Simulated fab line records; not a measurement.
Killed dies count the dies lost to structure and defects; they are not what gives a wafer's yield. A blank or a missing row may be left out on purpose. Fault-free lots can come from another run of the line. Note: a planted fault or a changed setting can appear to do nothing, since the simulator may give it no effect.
fab line records	flow gf180mcu	part 1 of 2: steps 1 to 32 of 44
record lots=5	wafers=15	last_day=32
route steps=602 shown STI@8 DNWELL@32 NWELL@42
lots with no fault: from the same line, run without faults
start_h: the number of hours between the record's first day and the start of the first shown wafer of the lot	wait_h: time in hours since the lot's previous step	" identical to the entry in the row above	L1.1+2: a row that stands for several wafers	- no value, or no start was given	* or withheld: withheld	< > ~ a bound
route shown NAME@n: NAME is a module with steps in the file, n the number in the route of the first one	usual: mean/standard deviation of fault-free wafers	same: alike in all rows	chamber/n: place in a boat	sites: each site's reading	_std_site: standard deviation across them	_edge_site: inner sites' mean taken away from outer sites' mean	radius_mm: for every site, how far away it sits from the centre of the wafer	mask NAME#n: copy n	behind: tool/chamber where the wafer was last shaped	hold: why the lot was held/for how many hours/how that ended	device: whichever transistor did not switch (one of n, p or np)	end of line: the same wafers' tests at the end of the route	a step given without rows: its recipe and nothing more	killed: dies lost to structure and defects at the first sort, not the wafer's yield	map: per-die view of a wafer (x killed, . not killed, _ where there is no die)
set.NAME: the run value of the setting; set.NAME@STEP: its run value at that earlier step	model.NAME: the simulator's own value behind a step, which no gauge read
a table for each step, a row for each wafer; lots at some steps of the route
services: from which hour (start_h, from the record's first day; less than 0 if before it) a tool's chamber was out of use, for how many hours, and why
## steps
# step GF_STI_COAT_07
# recipe resist=KrF	spin_rpm=withheld	resist_thk_nm=700
lot.wafer	tool	chamber	start_h	wait_h
L078.3+5+6	litho_track-03	0	39.49	0.1
L077.2+3+4	litho_track-02	0	39.54	0.1
L079.1+3+6	litho_track-04	0	48.15	0.1
L086.1+5+6	litho_track-02	0	80.76	0.1
L089.1+2+3	litho_track-03	0	96.29	0.1
# step GF_STI_SOFTBAKE_08
# recipe temp_c=130	time_s=60	resist=KrF
lot.wafer	tool	chamber	start_h	wait_h
L078.3+5+6	litho_track-03	0	39.64	0.1
L077.2+3+4	litho_track-02	0	39.69	0.1
L079.1+3+6	litho_track-04	0	48.30	0.1
L086.1+5+6	litho_track-02	0	80.91	0.1
L089.1+2+3	litho_track-03	0	96.44	0.1
# step GF_STI_EXPOSE_09
# recipe mask_id=COMP	target_cd_nm=220	na=0.68	source_shape=conventional	sigma_outer=0.6	dose_mj=28
# usual stage_vel_mm_s=499.99/0.25
lot.wafer	tool	chamber	start_h	wait_h	mask	stage_vel_mm_s
L078.3	krf_scanner-01	0	-	-	COMP#0	499.77
L078.5	"	0	"	"	COMP#0	500.07
L078.6	"	0	"	"	COMP#0	500.08
L077.2	krf_scanner-02	0	-	-	COMP#0	499.99
L077.3	"	0	"	"	COMP#0	500.23
L077.4	"	0	"	"	COMP#0	500.14
L079.1	krf_scanner-01	0	-	-	COMP#0	500.40
L079.3	"	0	"	"	COMP#0	500.41
L079.6	"	0	"	"	COMP#0	500.47
L086.1	krf_scanner-02	0	-	-	COMP#0	500.77
L086.5	"	0	"	"	COMP#0	500.37
L086.6	"	0	"	"	COMP#0	500.21
L089.1	krf_scanner-01	0	-	-	COMP#0	499.90
L089.2	"	0	"	"	COMP#0	500.02
L089.3	"	0	"	"	COMP#0	499.75
# step GF_STI_PEB_10
# recipe peb_temp_c=135	peb_time_s=90	resist=KrF
lot.wafer	tool	chamber	start_h	wait_h
L078.3+5+6	litho_track-03	0	-	-
L077.2+3+4	litho_track-03	0	-	-
L079.1+3+6	litho_track-02	0	-	-
L086.1+5+6	litho_track-03	0	-	-
L089.1+2+3	litho_track-03	0	-	-
# step GF_STI_DEVELOP_11
# recipe develop_time_s=60	dev_temp_c=21
lot.wafer	tool	chamber	start_h	wait_h
L078.3+5+6	litho_track-03	0	45.39	0.1
L077.2+3+4	litho_track-03	0	45.71	0.2
L079.1+3+6	litho_track-02	0	54.36	0.2
L086.1+5+6	litho_track-03	0	87.74	0.2
L089.1+2+3	litho_track-03	0	103.59	0.2
# step GF_STI_CD_MEAS_12
# recipe target_cd_nm=220
# usual cd_nm=220.2/1.2
lot.wafer	tool	chamber	start_h	wait_h	cd_nm
L078.3	cd_sem-02	-	45.53	0.1	220.4
L078.5	"	-	"	"	221.2
L078.6	"	-	"	"	220.4
L077.2	cd_sem-02	-	45.86	0.1	221.2
L077.3	"	-	"	"	220.9
L077.4	"	-	"	"	221.2
L079.1	cd_sem-02	-	54.51	0.1	221.2
L079.3	"	-	"	"	220.4
L079.6	"	-	"	"	222.0
L086.1	cd_sem-02	-	87.89	0.1	217.9
L086.5	"	-	"	"	217.7
L086.6	"	-	"	"	218.4
L089.1	cd_sem-02	-	103.74	0.1	221.2
L089.2	"	-	"	"	222.1
L089.3	"	-	"	"	221.4
# step GF_STI_ETCH_13
# recipe chemistry=CHF3/O2	stop_on=Si	over_etch_frac=0.3	target_depth_a=2823.1	source_w=600	bias_w=200	pressure_mtorr=40	chf3_flow_sccm=50	O2_flow_sccm=5	time_s=112.9
# usual chf3_flow_sccm=49.99/0.14	drypump_motor_current_A=5.7/0.46	oes_product_au=0.834/0.0057	throttle_valve_pct=8.811/0.0092
lot.wafer	tool	chamber	start_h	wait_h	chf3_flow_sccm	drypump_motor_current_A	oes_product_au	rf_hours_counter_h	throttle_valve_pct
L078.3	rie_diel-01	0	45.61	0.1	49.68	5.6	0.846	75	8.827
L078.5	"	3	"	"	49.92	4.9	0.836	-	8.802
L078.6	"	2	"	"	49.97	5.6	0.836	-	8.828
L077.2	rie_diel-04	1	45.96	0.1	49.92	5.4	0.832	96	8.808
L077.3	"	0	"	"	50.28	6.0	0.841	1	8.815
L077.4	"	2	"	"	49.86	5.9	0.844	1	8.811
L079.1	rie_diel-02	3	54.63	0.1	49.89	5.4	0.832	9	8.821
L079.3	"	0	"	"	49.93	6.0	0.835	79	8.818
L079.6	"	2	"	"	49.80	5.6	0.843	-	8.801
L086.1	rie_diel-01	0	88.01	0.1	50.00	5.6	0.832	76	8.802
L086.5	"	3	"	"	49.89	4.9	0.828	-	8.820
L086.6	"	0	"	"	49.86	5.6	0.833	-	8.805
L089.1	rie_diel-01	3	103.86	0.1	50.25	4.9	0.831	11	8.832
L089.2	"	0	"	"	49.92	5.6	0.831	76	8.802
L089.3	"	1	"	"	50.27	6.5	0.840	4	8.812
# step GF_STI_ETCH_14
# recipe target=Si	chemistry=HBr/Cl2/O2	target_depth_nm=360	icp_w=600	bias_w=150	pressure_mtorr=15	HBr_flow_sccm=150	Cl2_flow_sccm=40	O2_flow_sccm=6	time_s=102.9
# usual drypump_motor_current_A=5.5/0.53	oes_product_au=1.002/0.013	throttle_valve_pct=25.656/0.012
lot.wafer	tool	chamber	start_h	wait_h	drypump_motor_current_A	oes_product_au	rf_hours_counter_h	throttle_valve_pct
L078.3	rie_si-01	3	45.69	0.0	5.2	1.014	108	25.657
L078.5	"	2	"	"	6.7	0.983	-	25.653
L078.6	"	1	"	"	5.0	1.032	-	25.636
L077.2	rie_si-02	0	46.04	0.0	5.5	1.002	0	25.652
L077.3	"	3	"	"	5.8	1.006	86	25.664
L077.4	"	1	"	"	5.6	1.026	47	25.632
L079.1	rie_si-02	2	54.71	0.0	4.9	1.002	129	25.652
L079.3	"	3	"	"	5.8	1.000	86	25.653
L079.6	"	0	"	"	5.5	1.008	-	25.676
L086.1	rie_si-02	0	88.08	0.0	5.5	0.997	1	25.656
L086.5	"	0	"	"	5.4	0.996	-	25.648
L086.6	"	1	"	"	5.5	1.010	-	25.632
L089.1	rie_si-01	0	103.93	0.0	5.9	0.998	0	25.655
L089.2	"	1	"	"	5.0	1.027	25	25.641
L089.3	"	2	"	"	6.7	0.983	126	25.663
# step GF_STI_STRIP_15
# recipe chemistry=O2/N2	power_w=1400	pressure_mtorr=1500	platen_temp_c=250	o2_flow_sccm=3000	n2_flow_sccm=300	overash_fraction=0.5
# usual drypump_motor_current_A=5.8/0.4	heater_power_w=327/34	oes_product_au=0.384/0.0049	strip_time_to_endpoint_s=3.74/0.053
lot.wafer	tool	chamber	start_h	wait_h	drypump_motor_current_A	heater_power_w	oes_product_au	rf_hours_counter_h	strip_time_to_endpoint_s
L078.3	plasma_asher-03	1	45.79	0.1	6.6	308	0.393	-	3.81
L078.5	"	0	"	"	5.9	316	0.387	-	3.75
L078.6	"	1	"	"	6.6	311	0.392	-	3.72
L077.2	plasma_asher-03	0	46.11	0.0	5.9	317	0.391	25	3.79
L077.3	"	0	"	"	5.9	314	0.390	-	3.70
L077.4	"	1	"	"	6.6	300	0.381	-	3.75
L079.1	plasma_asher-03	0	54.78	0.0	5.9	314	0.386	26	3.76
L079.3	"	1	"	"	6.6	304	0.373	-	3.72
L079.6	"	0	"	"	5.9	315	0.384	-	3.70
L086.1	plasma_asher-02	1	88.16	0.0	5.8	324	0.389	45	3.80
L086.5	"	1	"	"	5.8	316	0.382	-	3.66
L086.6	"	0	"	"	5.2	315	0.394	-	3.80
L089.1	plasma_asher-04	0	104.01	0.0	5.6	301	0.379	42	3.72
L089.2	"	1	"	"	5.8	407	0.384	42	3.76
L089.3	"	0	"	"	5.7	303	0.385	-	3.80
# step GF_STI_CLEAN_16
# recipe chemistry=dHF	time_s=25	dilution=100:1
lot.wafer	tool	chamber	start_h	wait_h
L078.3+5+6	wet_bench-02	3	45.86	0.0
L077.2+3+4	wet_bench-03	2	46.21	0.1
L079.1+3+6	wet_bench-04	1	54.88	0.1
L086.1+5+6	wet_bench-02	3	88.26	0.1
L089.1+2+3	wet_bench-04	0	104.11	0.1
# step GF_STI_WET_ETCH_17
# recipe chemistry=H3PO4	target_depth_nm=45	temp_c=160	target=Si3N4	time_s=514
lot.wafer	tool	chamber	start_h	wait_h
L078.3+5+6	wet_bench-04	2	45.87	0.0
L077.2+3+4	wet_bench-02	3	46.22	0.0
L079.1+3+6	wet_bench-03	1	54.90	0.0
L086.1+5+6	wet_bench-04	2	88.28	0.0
L089.1+2+3	wet_bench-04	1	104.12	0.0
# step GF_STI_CLEAN_18
# recipe chemistry=SC1/SC2	mix=1:4:20	temp_c=70	time_s=150
lot.wafer	tool	chamber	start_h	wait_h
L078.3+5+6	wet_bench-03	2	46.03	0.0
L077.2+3+4	wet_bench-04	1	46.38	0.0
L079.1+3+6	wet_bench-02	0	55.06	0.0
L086.1+5+6	wet_bench-03	1	88.46	0.0
L089.1+2+3	wet_bench-03	1	104.27	0.0
# step GF_STI_CLEAN_19
# recipe chemistry=dHF	time_s=20	dilution=100:1
lot.wafer	tool	chamber	start_h	wait_h
L078.3+5+6	wet_bench-02	1	46.08	0.0
L077.2+3+4	wet_bench-03	0	46.43	0.0
L079.1+3+6	wet_bench-04	2	55.11	0.0
L086.1+5+6	wet_bench-04	1	88.51	0.0
L089.1+2+3	wet_bench-04	2	104.32	0.0
# step GF_STI_WET_ETCH_20
# recipe chemistry=dHF	dilution=100:1	target_depth_nm=20	temp_c=25	dry=ipa_marangoni	target=SiO2	time_s=400
lot.wafer	tool	chamber	start_h	wait_h
L078.3+5+6	wet_bench-04	3	46.09	0.0
L077.2+3+4	wet_bench-02	0	46.44	0.0
L079.1+3+6	wet_bench-03	2	55.13	0.0
L086.1+5+6	wet_bench-03	3	88.52	0.0
L089.1+2+3	wet_bench-03	1	104.34	0.0
# step GF_STI_OXIDATION_21
# recipe temp_c=1000	ambient=O2	stabilise_s=600	purge_s=300	target_thk_a=150	ox_time_s=458
# usual zone_power_lower_pct=21.8/1.5
# same purge_s=300
lot.wafer	tool	chamber	start_h	wait_h	zone_power_lower_pct
L077.2	furnace-01	0	49.39	2.8	20.9
L077.3	"	0	"	"	21.2
L077.4	"	0	"	"	21.0
L078.3	furnace-01	0	49.39	3.2	21.0
L078.5	"	0	"	"	20.9
L078.6	"	0	"	"	20.6
L079.1	furnace-01	0	56.04	0.8	20.9
L079.3	"	0	"	"	21.0
L079.6	"	0	"	"	21.0
L086.1	furnace-01	0	88.64	0.0	21.0
L086.5	"	0	"	"	20.9
L086.6	"	0	"	"	20.7
L089.1	furnace-01	0	106.54	2.1	21.2
L089.2	"	0	"	"	21.2
L089.3	"	0	"	"	20.9
# step GF_STI_THK_MEAS_22
# recipe reads=SiO2_of_STI_OXIDATION_21
# usual STI_OXIDATION_01_THK=14.90/0.26
lot.wafer	tool	chamber	start_h	wait_h	STI_OXIDATION_01_THK[nm]
L077.2	film_metro-02	-	50.52	0.0	15.02
L077.3	"	-	"	"	15.19
L077.4	"	-	"	"	14.83
L078.3	film_metro-04	-	50.53	0.0	15.14
L078.5	"	-	"	"	15.01
L078.6	"	-	"	"	14.98
L079.1	film_metro-04	-	57.17	0.0	14.97
L079.3	"	-	"	"	15.28
L079.6	"	-	"	"	15.28
L086.1	film_metro-03	-	89.77	0.0	14.78
L086.5	"	-	"	"	15.05
L086.6	"	-	"	"	14.88
L089.1	film_metro-03	-	107.67	0.0	14.47
L089.2	"	-	"	"	15.13
L089.3	"	-	"	"	15.04
# step GF_STI_CVD_23
# recipe material=SiO2	target_thk_nm=650	sigma_open_frac=0.3	time_s=108.3	temp_c=600	sih4_flow_sccm=60	pressure_mtorr=6
lot.wafer	tool	chamber	start_h	wait_h
L077.2+3+4	hdpcvd-02	0,1,1	50.57	0.0
L078.3+5+6	hdpcvd-01	2,2,0	50.57	0.0
L079.1+3+6	hdpcvd-01	2,0,1	57.23	0.1
L086.1+5+6	hdpcvd-01	1,2,1	89.83	0.1
L089.1+2+3	hdpcvd-01	2,0,1	107.72	0.1
# step GF_STI_THK_MEAS_24
# recipe reads=SiO2_of_STI_CVD_23
# usual STI_CVD_23_THK=648/6.7
lot.wafer	tool	chamber	start_h	wait_h	STI_CVD_23_THK[nm]
L077.2	film_metro-04	-	50.66	0.0	646
L077.3	"	-	"	"	644
L077.4	"	-	"	"	647
L078.3	film_metro-03	-	50.67	0.1	647
L078.5	"	-	"	"	647
L078.6	"	-	"	"	643
L079.1	film_metro-03	-	57.31	0.0	653
L079.3	"	-	"	"	642
L079.6	"	-	"	"	644
L086.1	film_metro-02	-	89.91	0.0	649
L086.5	"	-	"	"	654
L086.6	"	-	"	"	655
L089.1	film_metro-02	-	107.80	0.0	650
L089.2	"	-	"	"	656
L089.3	"	-	"	"	648
# step GF_STI_CMP_25
# recipe stop_on=Si3N4	t_overpolish_s=33	down_force_psi=4	platen_rpm=60	target_thk_nm=524.6	pad_velocity_m_s=0.94248
# usual motor_current_A=11.5/0.89	overpolish_run_s=33.001/0.0095	time_to_endpoint_s=122/4.4
lot.wafer	tool	chamber	start_h	wait_h	motor_current_A	overpolish_run_s	time_to_endpoint_s
L077.2	cmp-02	0	50.71	0.0	12.2	33.018	118
L077.3	"	1	"	"	11.9	33.018	123
L077.4	"	2	"	"	10.5	33.005	123
L078.3	cmp-01	1	50.86	0.2	11.5	32.976	125
L078.5	"	2	"	"	10.6	33.006	119
L078.6	"	3	"	"	10.3	32.995	124
L079.3	cmp-02	3	57.42	0.1	12.5	33.002	122
L079.1	"	0	"	"	11.3	33.006	125
L079.6	"	3	"	"	12.3	33.005	123
L086.1	cmp-01	3	89.97	0.1	10.1	33.006	123
L086.6	"	3	"	"	9.8	32.994	124
L086.5	"	0	"	"	12.0	33.002	115
L089.1	cmp-01	2	107.86	0.1	10.6	33.004	124
L089.3	"	3	"	"	10.4	33.005	126
L089.2	"	1	"	"	11.6	33.001	127
# step GF_STI_WET_ETCH_26
# recipe chemistry=dHF	target_depth_nm=94	target=SiO2	temp_c=25	dilution=10:1	time_s=188
lot.wafer	tool	chamber	start_h	wait_h
L077.2+3+4	wet_bench-02	1	51.01	0.2
L078.3+5+6	wet_bench-02	1	51.01	0.1
L079.1+3+6	wet_bench-02	2	57.67	0.1
L086.1+5+6	wet_bench-04	0	90.27	0.2
L089.1+2+3	wet_bench-02	0	108.16	0.2
# step GF_STI_WET_ETCH_27
# recipe chemistry=H3PO4	target_depth_nm=160	target=Si3N4	temp_c=160	time_s=1825
lot.wafer	tool	chamber	start_h	wait_h
L077.2+3+4	wet_bench-04	3	51.07	0.0
L078.3+5+6	wet_bench-04	2	51.07	0.0
L079.1+3+6	wet_bench-04	1	57.73	0.0
L086.1+5+6	wet_bench-02	3	90.34	0.0
L089.1+2+3	wet_bench-04	2	108.22	0.0
# step GF_STI_WET_ETCH_28
# recipe chemistry=dHF	target_depth_nm=20	dry=ipa_marangoni	target=SiO2	temp_c=25	dilution=10:1	time_s=40
lot.wafer	tool	chamber	start_h	wait_h
L077.2+3+4	wet_bench-03	1	51.63	0.0
L078.3+5+6	wet_bench-03	3	51.63	0.0
L079.1+3+6	wet_bench-02	2	58.24	0.0
L086.1+5+6	wet_bench-03	3	90.85	0.0
L089.1+2+3	wet_bench-03	0	108.74	0.0
# step GF_STI_OXIDATION_29
# recipe temp_c=900	ambient=O2	stabilise_s=600	purge_s=300	target_thk_a=100	ox_time_s=1418
# usual zone_power_lower_pct=17.9/1.4
# same purge_s=300
lot.wafer	tool	chamber	start_h	wait_h	zone_power_lower_pct
L077.2	furnace-02	0	51.65	0.0	19.4
L077.3	"	0	"	"	18.9
L077.4	"	0	"	"	19.1
L078.3	furnace-02	0	51.65	0.0	19.0
L078.5	"	0	"	"	19.3
L078.6	"	0	"	"	19.3
L079.1	furnace-02	0	58.26	0.0	19.7
L079.3	"	0	"	"	19.2
L079.6	"	0	"	"	19.4
L086.1	furnace-01	0	91.51	0.6	16.7
L086.5	"	0	"	"	17.0
L086.6	"	0	"	"	16.6
L089.1	furnace-01	0	113.19	4.4	16.5
L089.2	"	0	"	"	16.7
L089.3	"	0	"	"	16.9
# step GF_STI_THK_MEAS_30
# recipe reads=SiO2_of_STI_OXIDATION_29
# usual STI_OXIDATION_02_THK=9.92/0.2
lot.wafer	tool	chamber	start_h	wait_h	STI_OXIDATION_02_THK[nm]
L078.3	film_metro-03	-	53.07	0.0	9.80
L078.5	"	-	"	"	9.78
L078.6	"	-	"	"	9.95
L077.2	film_metro-04	-	53.09	0.0	9.98
L077.3	"	-	"	"	10.01
L077.4	"	-	"	"	9.81
L079.1	film_metro-04	-	59.66	0.0	9.40
L079.3	"	-	"	"	9.62
L079.6	"	-	"	"	9.34
L086.1	film_metro-03	-	92.91	0.0	9.81
L086.5	"	-	"	"	9.69
L086.6	"	-	"	"	9.88
L089.1	film_metro-03	-	114.58	0.0	9.61
L089.2	"	-	"	"	9.84
L089.3	"	-	"	"	9.79
# step GF_DNWELL_DEHYDRATE_00
# recipe temp_c=200	time_s=60
lot.wafer	tool	chamber	start_h	wait_h
L078.3+5+6	litho_track-02	0	58.76	5.7
L077.2+3+4	litho_track-04	0	59.13	6.0
L079.1+3+6	litho_track-02	0	65.61	5.9
L086.1+5+6	litho_track-01	0	98.54	5.6
L089.1+2+3	litho_track-01	0	120.04	5.5
# step GF_DNWELL_HMDS_01
# recipe prime_time_s=60	prime_temp_c=120
lot.wafer	tool	chamber	start_h	wait_h
L078.3+5+6	litho_track-02	0	58.91	0.1
L077.2+3+4	litho_track-04	0	59.28	0.1
L079.1+3+6	litho_track-02	0	65.76	0.1
L086.1+5+6	litho_track-01	0	98.69	0.1
L089.1+2+3	litho_track-01	0	120.19	0.1
# step GF_DNWELL_COAT_02
# recipe spin_rpm=2000	resist_thk_nm=3000
lot.wafer	tool	chamber	start_h	wait_h
L078.3+5+6	litho_track-02	0	59.06	0.1
L077.2+3+4	litho_track-04	0	59.43	0.1
L079.1+3+6	litho_track-02	0	65.91	0.1
L086.1+5+6	litho_track-01	0	98.84	0.1
L089.1+2+3	litho_track-01	0	120.34	0.1
# step GF_DNWELL_SOFTBAKE_03
# recipe temp_c=110	time_s=withheld
lot.wafer	tool	chamber	start_h	wait_h
L078.3+5+6	litho_track-02	0	59.23	0.1
L077.2+3+4	litho_track-04	0	59.59	0.1
L079.1+3+6	litho_track-02	0	66.06	0.1
L086.1+5+6	litho_track-01	0	98.99	0.1
L089.1+2+3	litho_track-01	0	120.49	0.1
# step GF_DNWELL_EXPOSE_04
# recipe mask_id=DNWELL	target_cd_nm=1700	na=0.6	source_shape=conventional	sigma_outer=0.6	dose_mj=260
# usual stage_vel_mm_s=500.00/0.24
lot.wafer	tool	chamber	start_h	wait_h	mask	stage_vel_mm_s
L078.3	iline_stepper-02	0	-	-	DNWELL#0	499.94
L078.5	"	0	"	"	DNWELL#0	500.06
L078.6	"	0	"	"	DNWELL#0	499.70
L077.2	iline_stepper-01	0	-	-	DNWELL#0	500.00
L077.3	"	0	"	"	DNWELL#0	500.33
L077.4	"	0	"	"	DNWELL#0	499.83
L079.1	iline_stepper-02	0	-	-	DNWELL#0	499.54
L079.3	"	0	"	"	DNWELL#0	499.89
L079.6	"	0	"	"	DNWELL#0	499.88
L086.1	iline_stepper-02	0	-	-	DNWELL#0	500.53
L086.5	"	0	"	"	DNWELL#0	500.19
L086.6	"	0	"	"	DNWELL#0	500.09
L089.1	iline_stepper-01	0	-	-	DNWELL#0	500.20
L089.2	"	0	"	"	DNWELL#0	499.77
L089.3	"	0	"	"	DNWELL#0	499.97
# step GF_DNWELL_PEB_05
# recipe temp_c=115	time_s=withheld
lot.wafer	tool	chamber	start_h	wait_h
L078.3+5+6	litho_track-04	0	-	-
L077.2+3+4	litho_track-04	0	-	-
L079.1+3+6	litho_track-02	0	-	-
L086.1+5+6	litho_track-02	0	-	-
L089.1+2+3	litho_track-04	0	-	-
# step GF_DNWELL_DEVELOP_06
# recipe wall_angle_deg=90	develop_time_s=60	dev_temp_c=23
lot.wafer	tool	chamber	start_h	wait_h
L078.3+5+6	litho_track-04	0	-	-
L077.2+3+4	litho_track-04	0	-	-
L079.1+3+6	litho_track-02	0	-	-
L086.1+5+6	litho_track-02	0	-	-
L089.1+2+3	litho_track-04	0	-	-
# step GF_DNWELL_IMPLANT_07
# recipe species=P	energy_kev=1500	dose_cm2=1e+13	tilt_deg=0
# usual end_station_pressure_torr=5.05e-06/2.4e-07
lot.wafer	tool	chamber	start_h	wait_h	end_station_pressure_torr
L078.3	implanter-03	0	65.85	-	5.17e-06
L078.5	"	0	"	"	4.79e-06
L078.6	"	0	"	"	5.21e-06
L077.2	implanter-03	0	66.48	-	4.85e-06
L077.3	"	0	"	"	5.08e-06
L077.4	"	0	"	"	4.99e-06
L079.1	implanter-03	0	72.76	-	5.09e-06
L079.3	"	0	"	"	5.81e-06
L079.6	"	0	"	"	4.79e-06
L086.1	implanter-03	0	105.86	-	5.54e-06
L086.5	"	0	"	"	5.21e-06
L086.6	"	0	"	"	4.78e-06
L089.1	implanter-01	0	128.30	-	4.65e-06
L089.2	"	0	"	"	4.82e-06
L089.3	"	0	"	"	5.2e-06
